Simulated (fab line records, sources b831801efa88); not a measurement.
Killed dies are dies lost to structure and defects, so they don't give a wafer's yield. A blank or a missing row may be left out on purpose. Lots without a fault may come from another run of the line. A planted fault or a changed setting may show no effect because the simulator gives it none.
A struck lot beside a sound one | flow sky130 | 32 steps out of a route of 708
Sound: wafers L414.2, L414.4, L414.5. Struck: wafers L426.2, L426.3, L426.6. The cause comes at the end.
At each step with rows: each side's tool, then ch and its chambers, then its first start. Under that, the readings that differ: sound wafers | struck wafers | difference of the means | sigmas: that difference in standard deviations of wafers without a fault.
alike: readings whose means differ by less than 2 such deviations, and words and numbers that are the same on both sides. not compared: withheld readings, readings that some wafer has no value for, bounds like >300 that may hide the same value, and numbers for which the record gives no deviation and whose values overlap.
The two part at a step that has a row with sigmas, a row that says differs or no value, or rows on one side only. Numbers that don't overlap but have no deviation are shown without sigmas and don't part them. A reading that every wafer of one side lacks parts them only if that side has two wafers or more.

SKY_PWDE_OVL_MEAS_07:
  sound on overlay-02, day 5 09:35; struck on overlay-02, day 8 04:35
  alike: PWDE_OVL
then, 1 step without rows for these wafers: SKY_PWDE_IMPLANT_08.
SKY_PWDE_STRIP_09: strips in O2/N2.
  sound on plasma_asher-03 ch 0, day 5 09:46; struck on plasma_asher-03 ch 0,1, day 8 04:46
  alike: drypump_motor_current_A, oes_product_au, strip_time_to_endpoint_s
  not compared: rf_hours_counter_h
SKY_PWDE_TW_MEAS_10:
  sound on film_metro-02, day 5 09:52; struck on film_metro-03, day 8 04:53
  alike: PWDE_TW
then, 7 steps without rows for these wafers: SKY_NWELL_DEHYDRATE_03 (time 60 s); SKY_NWELL_HMDS_04 (prime time 60 s); SKY_NWELL_COAT_05 (resist thk 3000 nm); SKY_NWELL_SOFTBAKE_06; SKY_NWELL_EXPOSE_07 (exposes mask NWM, target cd 840 nm); SKY_NWELL_PEB_08; SKY_NWELL_DEVELOP_09 (develop time 60 s).
SKY_NWELL_OVL_MEAS_10:
  sound on overlay-01, day 6 04:05; struck on overlay-01, day 9 01:32
  alike: NWELL_00_OVL
SKY_NWELL_IMPLANT_11:
  sound on implanter-03 ch 0, day 6 04:09; struck on implanter-03 ch 0, day 9 01:35
  reading       | sound                           | struck                          | difference  | sigmas
  dose_ions_cm2 | 1.8988e+13 1.8988e+13 1.898e+13 | 1.9871e+13 1.985e+13 1.9847e+13 | +8.7067e+11 | +46
then, 2 steps without rows for these wafers: SKY_NWELL_IMPLANT_12; SKY_NWELL_IMPLANT_13.
SKY_NWELL_STRIP_14: strips in O2/N2.
  sound on plasma_asher-01 ch 0,1, day 6 04:34; struck on plasma_asher-03 ch 0,1, day 9 03:51
  alike: drypump_motor_current_A, oes_product_au, strip_time_to_endpoint_s
  not compared: rf_hours_counter_h
SKY_NWELL_TW_MEAS_15:
  sound on film_metro-03, day 6 04:41; struck on film_metro-04, day 9 03:58
  alike: NWELL_TW
then, 7 steps without rows for these wafers: SKY_NWELL_DEHYDRATE_16 (time 60 s); SKY_NWELL_HMDS_17 (prime time 60 s); SKY_NWELL_COAT_18 (resist thk 3000 nm); SKY_NWELL_SOFTBAKE_19; SKY_NWELL_EXPOSE_20 (exposes mask NWM COMPLEMENT, target cd 840 nm); SKY_NWELL_PEB_21; SKY_NWELL_DEVELOP_22 (develop time 60 s).
SKY_NWELL_OVL_MEAS_23:
  sound on overlay-01, day 6 23:14; struck on overlay-01, day 10 01:35
  alike: NWELL_01_OVL
then, 1 step without rows for these wafers: SKY_NWELL_IMPLANT_24.
SKY_NWELL_STRIP_25: strips in O2/N2.
  sound on plasma_asher-01 ch 0,1, day 6 23:25; struck on plasma_asher-02 ch 1, day 10 01:46
  alike: drypump_motor_current_A, oes_product_au, strip_time_to_endpoint_s
  not compared: rf_hours_counter_h
SKY_NWELL_TW_MEAS_26:
  sound on film_metro-02, day 6 23:32; struck on film_metro-03, day 10 01:52
  alike: NWELL_2_TW
then, 1 step without rows for these wafers: SKY_NWELL_CLEAN_27 (cleans in SC1/SC2, time 150 s).
SKY_NWELL_RTA_28: time 30 s.
  sound on rtp_anneal-02 ch 0, day 6 23:39; struck on rtp_anneal-01 ch 0, day 10 01:59
  alike: lamp_power_pct, ramp_up_c_per_s, wafer_temp_C_max
SKY_NWELL_RS_MEAS_29: measures by four-point-probe.
  sound on film_metro-02, day 6 23:45; struck on film_metro-04, day 10 02:05
  reading           | sound             | struck            | difference | sigmas
  NWELL_RS (ohm/sq) | 623.1 623.5 625.1 | 608.7 608.5 609.6 | -15.0      | -12
then, 1 step without rows for these wafers: SKY_PAD_OPEN_PROBE_99.

WHERE THEY PART
First at SKY_NWELL_IMPLANT_11; last, within this record, at SKY_NWELL_RS_MEAS_29.

WHY: what the simulator had put in
Process parameter drift: implanter-03, from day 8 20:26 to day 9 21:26, at SKY_NWELL_IMPLANT_11. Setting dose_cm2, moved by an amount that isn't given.
